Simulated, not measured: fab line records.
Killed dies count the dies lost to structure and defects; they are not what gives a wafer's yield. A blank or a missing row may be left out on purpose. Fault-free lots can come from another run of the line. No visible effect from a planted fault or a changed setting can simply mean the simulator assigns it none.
A sampling plan put to the test	flow gf180mcu	one line in one fab, 43 faults in these records, each fault weighed on the records of the lots it struck
What counts as the plan is the set of the line's own looks, namely the steps on the route at which a gauge or an inspection reads a wafer and does not change it. A look is open to judgement when struck wafers have a number at it and the file gives its usual mean and standard deviation on fault-free wafers. Caught: the struck wafers' mean, at a look after the fault's first step, is 4 or more of those standard deviations (sigma) away from the usual mean. On the tool: the fault's steps, tested the same way using the tool's own readings. Also counted as caught: the struck wafers showing another recipe, or a record that is empty for them alone.

THE FAULTS, as the simulator had put them in
1. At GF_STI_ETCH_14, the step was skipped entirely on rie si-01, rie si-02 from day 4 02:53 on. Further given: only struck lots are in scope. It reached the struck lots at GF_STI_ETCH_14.
2. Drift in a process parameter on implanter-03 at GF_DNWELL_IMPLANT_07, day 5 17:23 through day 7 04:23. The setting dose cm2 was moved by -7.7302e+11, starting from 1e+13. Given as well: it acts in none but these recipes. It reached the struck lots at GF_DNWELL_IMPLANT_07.
3. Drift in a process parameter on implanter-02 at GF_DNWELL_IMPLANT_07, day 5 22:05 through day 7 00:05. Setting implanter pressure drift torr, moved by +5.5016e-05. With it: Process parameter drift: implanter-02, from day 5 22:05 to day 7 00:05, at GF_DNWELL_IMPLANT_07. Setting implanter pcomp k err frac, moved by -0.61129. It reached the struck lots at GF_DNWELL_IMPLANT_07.
4. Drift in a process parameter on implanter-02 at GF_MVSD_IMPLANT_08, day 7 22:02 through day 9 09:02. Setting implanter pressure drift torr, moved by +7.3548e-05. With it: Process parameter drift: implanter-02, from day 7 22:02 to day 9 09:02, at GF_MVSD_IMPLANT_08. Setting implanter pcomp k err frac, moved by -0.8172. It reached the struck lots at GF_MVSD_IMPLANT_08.
5. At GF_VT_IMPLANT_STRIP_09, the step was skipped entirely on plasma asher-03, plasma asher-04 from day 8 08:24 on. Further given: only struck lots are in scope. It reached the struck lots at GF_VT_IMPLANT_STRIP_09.
6. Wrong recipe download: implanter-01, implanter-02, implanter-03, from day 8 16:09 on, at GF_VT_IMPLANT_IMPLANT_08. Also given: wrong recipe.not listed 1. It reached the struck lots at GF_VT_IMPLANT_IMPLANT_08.
7. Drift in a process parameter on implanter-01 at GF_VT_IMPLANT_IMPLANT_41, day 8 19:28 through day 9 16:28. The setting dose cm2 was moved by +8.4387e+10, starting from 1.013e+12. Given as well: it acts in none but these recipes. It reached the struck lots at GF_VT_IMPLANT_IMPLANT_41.
8. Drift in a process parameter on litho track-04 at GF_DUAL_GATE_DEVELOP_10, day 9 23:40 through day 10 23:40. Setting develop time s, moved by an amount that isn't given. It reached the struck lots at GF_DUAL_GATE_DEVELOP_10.
9. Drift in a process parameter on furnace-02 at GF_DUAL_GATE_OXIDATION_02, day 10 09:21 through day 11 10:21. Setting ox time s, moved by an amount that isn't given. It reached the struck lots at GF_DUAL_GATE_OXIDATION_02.
10. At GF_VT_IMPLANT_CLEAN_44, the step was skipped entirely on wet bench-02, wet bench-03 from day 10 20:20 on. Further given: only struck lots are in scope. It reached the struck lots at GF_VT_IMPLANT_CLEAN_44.
11. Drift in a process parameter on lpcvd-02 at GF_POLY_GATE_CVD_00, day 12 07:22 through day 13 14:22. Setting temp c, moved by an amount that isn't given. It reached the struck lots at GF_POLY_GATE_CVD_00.
12. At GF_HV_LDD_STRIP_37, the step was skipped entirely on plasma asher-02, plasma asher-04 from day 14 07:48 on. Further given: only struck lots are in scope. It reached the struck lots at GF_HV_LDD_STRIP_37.
13. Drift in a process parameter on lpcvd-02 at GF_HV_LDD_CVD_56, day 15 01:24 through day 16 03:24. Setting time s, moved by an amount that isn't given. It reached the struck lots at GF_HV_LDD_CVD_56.
14. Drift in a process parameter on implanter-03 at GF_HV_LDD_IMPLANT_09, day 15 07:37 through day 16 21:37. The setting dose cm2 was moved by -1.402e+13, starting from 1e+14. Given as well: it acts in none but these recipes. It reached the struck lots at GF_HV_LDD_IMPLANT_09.
15. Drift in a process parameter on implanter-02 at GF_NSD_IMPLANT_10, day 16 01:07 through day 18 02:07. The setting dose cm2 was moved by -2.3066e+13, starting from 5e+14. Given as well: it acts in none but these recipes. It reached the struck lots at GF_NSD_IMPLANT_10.
16. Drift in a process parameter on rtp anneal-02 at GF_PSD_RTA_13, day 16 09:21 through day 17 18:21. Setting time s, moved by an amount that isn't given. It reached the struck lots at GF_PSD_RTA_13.
17. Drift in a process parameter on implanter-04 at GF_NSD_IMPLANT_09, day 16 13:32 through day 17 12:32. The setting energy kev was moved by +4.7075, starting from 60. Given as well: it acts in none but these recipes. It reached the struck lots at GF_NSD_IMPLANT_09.
18. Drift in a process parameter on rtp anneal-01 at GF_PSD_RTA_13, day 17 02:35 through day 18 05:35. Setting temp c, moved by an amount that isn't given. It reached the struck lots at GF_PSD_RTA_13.
19. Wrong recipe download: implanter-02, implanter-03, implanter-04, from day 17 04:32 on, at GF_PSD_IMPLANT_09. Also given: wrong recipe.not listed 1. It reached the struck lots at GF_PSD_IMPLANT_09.
20. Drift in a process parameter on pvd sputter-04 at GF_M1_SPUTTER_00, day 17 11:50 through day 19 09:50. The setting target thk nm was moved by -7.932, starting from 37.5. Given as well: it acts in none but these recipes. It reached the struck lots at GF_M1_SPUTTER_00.
21. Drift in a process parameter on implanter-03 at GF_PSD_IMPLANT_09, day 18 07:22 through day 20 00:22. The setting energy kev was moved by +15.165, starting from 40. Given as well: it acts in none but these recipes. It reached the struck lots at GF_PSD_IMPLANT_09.
22. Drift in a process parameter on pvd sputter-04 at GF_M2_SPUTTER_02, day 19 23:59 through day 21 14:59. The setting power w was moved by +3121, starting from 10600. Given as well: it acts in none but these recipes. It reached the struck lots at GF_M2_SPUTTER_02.
23. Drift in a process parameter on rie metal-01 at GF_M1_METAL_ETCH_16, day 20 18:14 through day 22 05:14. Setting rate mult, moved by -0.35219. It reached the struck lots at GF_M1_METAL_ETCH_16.
24. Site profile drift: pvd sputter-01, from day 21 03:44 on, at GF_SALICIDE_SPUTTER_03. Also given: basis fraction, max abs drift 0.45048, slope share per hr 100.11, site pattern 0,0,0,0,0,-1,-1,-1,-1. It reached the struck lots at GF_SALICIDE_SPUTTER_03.
25. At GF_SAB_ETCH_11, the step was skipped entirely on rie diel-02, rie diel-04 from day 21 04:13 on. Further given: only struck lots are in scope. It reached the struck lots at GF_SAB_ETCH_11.
26. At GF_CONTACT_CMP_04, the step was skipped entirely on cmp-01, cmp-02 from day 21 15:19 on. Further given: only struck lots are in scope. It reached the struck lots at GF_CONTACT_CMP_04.
27. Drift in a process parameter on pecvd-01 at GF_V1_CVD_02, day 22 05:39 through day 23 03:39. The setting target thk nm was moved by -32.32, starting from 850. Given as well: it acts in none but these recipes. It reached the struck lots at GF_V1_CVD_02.
28. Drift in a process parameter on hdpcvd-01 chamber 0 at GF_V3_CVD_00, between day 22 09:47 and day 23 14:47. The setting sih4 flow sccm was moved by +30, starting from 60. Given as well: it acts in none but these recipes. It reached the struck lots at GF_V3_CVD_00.
29. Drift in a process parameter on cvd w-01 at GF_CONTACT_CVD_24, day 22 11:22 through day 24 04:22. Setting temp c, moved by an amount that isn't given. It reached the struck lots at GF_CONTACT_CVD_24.
30. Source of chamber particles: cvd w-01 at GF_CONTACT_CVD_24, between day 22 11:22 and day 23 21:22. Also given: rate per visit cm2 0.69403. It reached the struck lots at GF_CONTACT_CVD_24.
31. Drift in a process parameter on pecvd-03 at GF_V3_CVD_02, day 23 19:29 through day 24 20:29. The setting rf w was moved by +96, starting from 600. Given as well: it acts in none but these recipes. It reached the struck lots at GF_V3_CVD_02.
32. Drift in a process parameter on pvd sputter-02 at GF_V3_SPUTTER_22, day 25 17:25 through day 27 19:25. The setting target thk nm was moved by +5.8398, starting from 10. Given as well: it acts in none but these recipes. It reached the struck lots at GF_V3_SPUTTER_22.
33. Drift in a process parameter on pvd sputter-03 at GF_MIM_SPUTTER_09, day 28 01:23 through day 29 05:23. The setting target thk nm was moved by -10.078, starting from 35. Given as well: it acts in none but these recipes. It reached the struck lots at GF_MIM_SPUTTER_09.
34. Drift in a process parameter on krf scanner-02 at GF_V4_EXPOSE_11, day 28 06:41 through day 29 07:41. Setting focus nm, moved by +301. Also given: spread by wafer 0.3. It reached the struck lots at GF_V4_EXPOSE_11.
35. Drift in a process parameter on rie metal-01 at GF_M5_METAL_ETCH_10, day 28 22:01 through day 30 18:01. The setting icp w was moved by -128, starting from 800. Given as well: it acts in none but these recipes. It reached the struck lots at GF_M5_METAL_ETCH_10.
36. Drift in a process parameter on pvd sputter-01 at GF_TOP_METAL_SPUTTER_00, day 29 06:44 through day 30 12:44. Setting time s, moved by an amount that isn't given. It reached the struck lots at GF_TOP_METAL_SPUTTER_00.
37. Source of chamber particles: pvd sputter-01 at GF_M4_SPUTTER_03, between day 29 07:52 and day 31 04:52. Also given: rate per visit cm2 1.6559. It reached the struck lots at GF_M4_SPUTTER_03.
38. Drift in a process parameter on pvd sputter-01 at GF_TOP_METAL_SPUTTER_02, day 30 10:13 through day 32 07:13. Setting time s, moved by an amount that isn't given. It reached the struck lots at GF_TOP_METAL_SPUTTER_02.
39. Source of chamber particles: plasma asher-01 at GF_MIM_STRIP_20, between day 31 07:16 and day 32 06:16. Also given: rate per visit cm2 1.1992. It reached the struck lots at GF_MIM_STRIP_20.
40. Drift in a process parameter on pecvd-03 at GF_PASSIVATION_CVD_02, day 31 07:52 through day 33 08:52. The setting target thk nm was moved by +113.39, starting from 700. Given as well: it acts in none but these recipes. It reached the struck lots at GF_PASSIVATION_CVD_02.
41. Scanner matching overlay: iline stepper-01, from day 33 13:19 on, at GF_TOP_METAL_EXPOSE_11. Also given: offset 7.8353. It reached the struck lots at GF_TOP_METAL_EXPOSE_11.
42. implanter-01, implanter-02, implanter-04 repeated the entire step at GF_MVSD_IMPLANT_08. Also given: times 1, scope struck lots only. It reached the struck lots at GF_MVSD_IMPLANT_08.
43. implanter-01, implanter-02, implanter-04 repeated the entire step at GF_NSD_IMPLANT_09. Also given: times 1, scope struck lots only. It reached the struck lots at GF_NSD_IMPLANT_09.

WHAT THE PLAN SAW
fault	on the tool itself	first look that catches it	reading, sigma	median hours from its first step to that look	hours from the fault's start to the first struck lot there	judged looks passed uncaught
1	the tool's record is blank for the struck wafers	no look after it can be judged	-	-	-	0
2	dose ions cm2 -59 sigma	none of the 3 looks that can be judged after it	strongest: DNWELL_TW at GF_DNWELL_TW_MEAS_09, -3.0	-	-	3
3	end station pressure torr +99 or beyond sigma	none of the 2 looks that can be judged after it	strongest: DNWELL_TW at GF_DNWELL_TW_MEAS_09, +3.2	-	-	2
4	end station pressure torr +99 or beyond sigma	GF_MVSD_TW_MEAS_11	MVSD_TW +6.4	0.4	9	0
5	the tool's record is blank for the struck wafers	GF_VT_IMPLANT_TW_MEAS_21	VT_IMPLANT_2_TW -99 or beyond	17.0	18	0
6	no reading that can be judged	GF_VT_IMPLANT_TW_MEAS_10	VT_IMPLANT_TW -34	0.2	6	0
7	dose ions cm2 +70 sigma	not the one look that can be judged after it	strongest: VT_IMPLANT_4_TW at GF_VT_IMPLANT_TW_MEAS_43, +3.6	-	-	1
8	no reading that can be judged	no look after it can be judged	-	-	-	0
9	under 2 sigma	none of the 2 looks that can be judged after it	-	-	-	2
10	no reading that can be judged	no look after it can be judged	-	-	-	0
11	susceptor temp C +34 sigma	GF_POLY_GATE_THK_MEAS_01	POLY_GATE_CVD_00_THK +27	1.3	5	0
12	the tool's record is blank for the struck wafers	GF_HV_LDD_TW_MEAS_50	HV_LDD_4_TW -99 or beyond	21.2	23	1
13	under 2 sigma	GF_HV_LDD_THK_MEAS_57	HV_LDD_CVD_56_THK -7.4	1.4	8	0
14	dose ions cm2 -99 or beyond sigma	GF_HV_LDD_TW_MEAS_11	HV_LDD_TW -4.5	0.2	10	0
15	dose ions cm2 -42 sigma	none of the 2 looks that can be judged after it	strongest: NSD_RS at GF_PSD_RS_MEAS_14, +3.5	-	-	2
16	run length s +30 sigma	GF_PSD_RS_MEAS_14	NSD_RS -46	0.1	7	0
17	beam energy keV +99 or beyond sigma	GF_PSD_RS_MEAS_14	NSD_RS -14	23.9	29	0
18	under 2 sigma	GF_PSD_RS_MEAS_14	NSD_RS -25	0.1	16	0
19	under 2 sigma	GF_PSD_TW_MEAS_11	PSD_TW +15	0.2	2	0
20	under 2 sigma	no look after it can be judged	-	-	-	0
21	beam energy keV +99 or beyond sigma	GF_PSD_TW_MEAS_11	PSD_TW +9.4	0.2	13	0
22	cathode dc power W +99 or beyond sigma	GF_M2_RS_MEAS_05	M2_ALCU_RS -18	0.1	6	0
23	oes product au -31 sigma	no look after it can be judged	-	-	-	0
24	under 2 sigma	GF_SALICIDE_THK_MEAS_05	SALICIDE_TIN_THK -16	0.2	5	1
25	the tool's record is blank for the struck wafers	no look after it can be judged	-	-	-	0
26	the tool's record is blank for the struck wafers	no look after it can be judged	-	-	-	0
27	under 2 sigma	not the one look that can be judged after it	strongest: V1_CVD_02_THK at GF_V1_THK_MEAS_03, -3.1	-	-	1
28	sih4 flow sccm +99 or beyond sigma	GF_V3_THK_MEAS_01	V3_CVD_00_THK +41	0.1	5	0
29	susceptor temp C -77 sigma	GF_CONTACT_RS_MEAS_25	CONTACT_W_RS +29	0.1	10	0
30	under 2 sigma	not the one look that can be judged after it	-	-	-	1
31	rf fwd power W +45 sigma	not the one look that can be judged after it	strongest: V3_CVD_02_THK at GF_V3_THK_MEAS_03, +3.8	-	-	1
32	under 2 sigma	no look after it can be judged	-	-	-	0
33	under 2 sigma	no look after it can be judged	-	-	-	0
34	no reading that can be judged	GF_V4_CD_MEAS_14	cd nm +5.0	10.2	11	0
35	rf fwd power W -52 sigma	no look after it can be judged	-	-	-	0
36	under 2 sigma	no look after it can be judged	-	-	-	0
37	under 2 sigma	no look after it can be judged	-	-	-	0
38	under 2 sigma	GF_TOP_METAL_RS_MEAS_05	TOP_METAL_ALCU_RS +18	0.1	1	0
39	under 2 sigma	none of the 2 looks that can be judged after it	-	-	-	2
40	under 2 sigma	GF_PASSIVATION_THK_MEAS_03	PASSIVATION_CVD_02_THK +12	0.3	16	0
41	under 2 sigma	GF_TOP_METAL_OVL_MEAS_15	TOP_METAL_OVL +5.0	7.3	14	0
42	under 2 sigma	GF_MVSD_TW_MEAS_11	MVSD_TW +30	0.8	-	0
43	under 2 sigma	GF_PSD_RS_MEAS_14	NSD_RS -22	24.8	-	0
Dash: fault not caught, or number not given in these records.

Caught at a look: 22 of 43. Caught on the tool: 21 of 43. By one or the other: 32 of 43.
Faults caught by the tool alone: 1, 2, 3, 7, 15, 23, 25, 26, 31, 35.
Caught at a look alone: faults 6, 13, 18, 19, 24, 34, 38, 40, 41, 42, 43.
Caught by neither: faults 8, 9, 10, 20, 27, 30, 32, 33, 36, 37, 39.

THINNER SAMPLING
In the worst case, this is how late the first struck lot would be measured if the look that catches a fault measured only every second or every third lot, by lot number:
fault	struck lots at that look, in order of time	every lot	every second lot	every third lot
4	L361, L363	9 h	may miss all 2	may miss all 2
5	L501, L502	18 h	31 h	may miss all 2
6	L613, L614, L615	6 h	8 h	13 h
11	L856, L857, L858	5 h	14 h	17 h
12	L468, L469	23 h	34 h	may miss all 2
13	L993, L994	8 h	20 h	may miss all 2
14	L759, L761	10 h	may miss all 2	may miss all 2
16	L830, L831, L832	7 h	18 h	21 h
17	L728, L729	29 h	35 h	may miss all 2
18	L218, L219	16 h	22 h	may miss all 2
19	L325, L326, L327	2 h	14 h	20 h
21	L848, L849, L851	13 h	15 h	may miss all 3
22	L513, L517	6 h	may miss all 2	may miss all 2
24	L190, L195	5 h	48 h	may miss all 2
28	L176, L177	5 h	13 h	may miss all 2
29	L829, L830	10 h	21 h	may miss all 2
34	L838	11 h	may miss it	may miss it
38	L374, L377	1 h	22 h	may miss all 2
40	L651, L652	16 h	18 h	may miss all 2
41	L939, L938	14 h	15 h	may miss all 2
The hour figures run from when the fault began to the first measured lot among those it struck. The test against the limit of 4 sigma pooled every struck wafer, which means one lot taken alone may stay below that limit. Other struck lots may not be in these records.

THE LONGEST TIMED WAY FROM STEP TO LOOK
Fault 43: a median of 24.8 hours passes between GF_NSD_IMPLANT_09 and GF_PSD_RS_MEAS_14. No look between them can be judged.
